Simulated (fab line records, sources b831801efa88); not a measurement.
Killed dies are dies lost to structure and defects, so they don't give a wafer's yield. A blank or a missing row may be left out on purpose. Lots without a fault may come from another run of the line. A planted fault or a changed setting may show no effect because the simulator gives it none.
One fault seen from 2 desks | flow gf180mcu | each desk has only its own numbers; what lay behind them comes last

THE TOOL OWNER'S DESK: implanter-01
The tool's own readings at GF_LVPWELL_IMPLANT_08: means of the sampled wafers that have a number, for each lot that ran on this tool. A lot is out of limits, marked OUT, if its mean lies more than 4 standard deviations from the usual mean; the brackets give that distance.
Columns: A = tilt_deg at GF_LVPWELL_IMPLANT_08, usual 0.002 degrees
lot  | first seen here | A
L654 | day 4 18:16     | 0.013
L656 | day 5 07:42     | -0.012
L657 | day 5 10:59     | 0.000
L661 | day 6 11:11     | 6.654 (+99 or more) OUT
L664 | day 7 03:30     | 6.641 (+99 or more) OUT
This desk's finding: out of limits on L661, L664; first on L661, day 6 11:11 (tilt_deg at GF_LVPWELL_IMPLANT_08). In limits: L654, L656, L657.

THE METROLOGY DESK
What the gauges read, lot by lot, whatever tool the lot ran on: means of the sampled wafers that have a number. A lot is out of limits, marked OUT, if its mean lies more than 4 standard deviations from the usual mean; the brackets give that distance.
Columns: A = STI_OXIDATION_THK at GF_STI_THK_MEAS_02, usual 9.94 nm; B = NWELL_OVL at GF_NWELL_OVL_MEAS_07, usual 0.2 nm; C = LVPWELL_TW at GF_LVPWELL_TW_MEAS_11, usual 555; D = LVPWELL_RS at GF_VT_IMPLANT_RS_MEAS_48, usual 1196 ohm/sq
lot  | first seen here | A     | B    | C             | D
L650 | day 1 12:14     | 10.17 | 0.2  | 559           | 1198
L651 | day 1 17:43     | 9.94  | 0.6  | 552           | 1199
L652 | day 1 22:57     | 9.60  | 0.4  | 554           | 1192
L653 | day 2 02:49     | 10.00 | 0.0  | 549           | 1199
L654 | day 2 07:49     | 9.63  | -0.8 | 552           | 1198
L656 | day 2 17:56     | 10.00 | 0.4  | 559           | 1190
L657 | day 2 22:31     | 9.64  | 0.1  | 555           | 1193
L661 | day 3 18:31     | 9.85  | 1.7  | 605 (+15) OUT | 1430 (+67) OUT
L664 | day 4 11:01     | 10.11 | 2.5  | 613 (+17) OUT | 1430 (+67) OUT
L667 | day 5 00:44     | 10.10 | 0.8  | 560           | 1200
L669 | day 5 10:31     | 10.05 | 0.2  | 551           | 1197
L670 | day 5 17:14     | 9.80  | -0.3 | 559           | 1190
L672 | day 6 01:31     | 10.09 | 1.6  | 556           | 1190
This desk's finding: out of limits on L661, L664; first on L661, day 6 11:35 (LVPWELL_TW at GF_LVPWELL_TW_MEAS_11). In limits: L650, L651, L652, L653, L654, L656, L657, L667, L669, L670, L672.

PUT TOGETHER
The tool owner's desk could have raised an alarm at day 6 11:11, on L661, L664.
The metrology desk could have raised an alarm at day 6 11:35, on L661, L664.
Of the lots named, all ran GF_LVPWELL_IMPLANT_08 on implanter-01.

WHAT THE SIMULATOR HAD PUT IN
Process parameter drift: implanter-01, from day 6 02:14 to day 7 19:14, at GF_LVPWELL_IMPLANT_08. Setting tilt_deg, moved by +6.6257, from 0. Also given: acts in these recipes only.
Lots struck among those shown: L661, L664.
Hours from the fault's start to each desk's first reading out of limits: the tool owner's desk, 9; the metrology desk, 9.
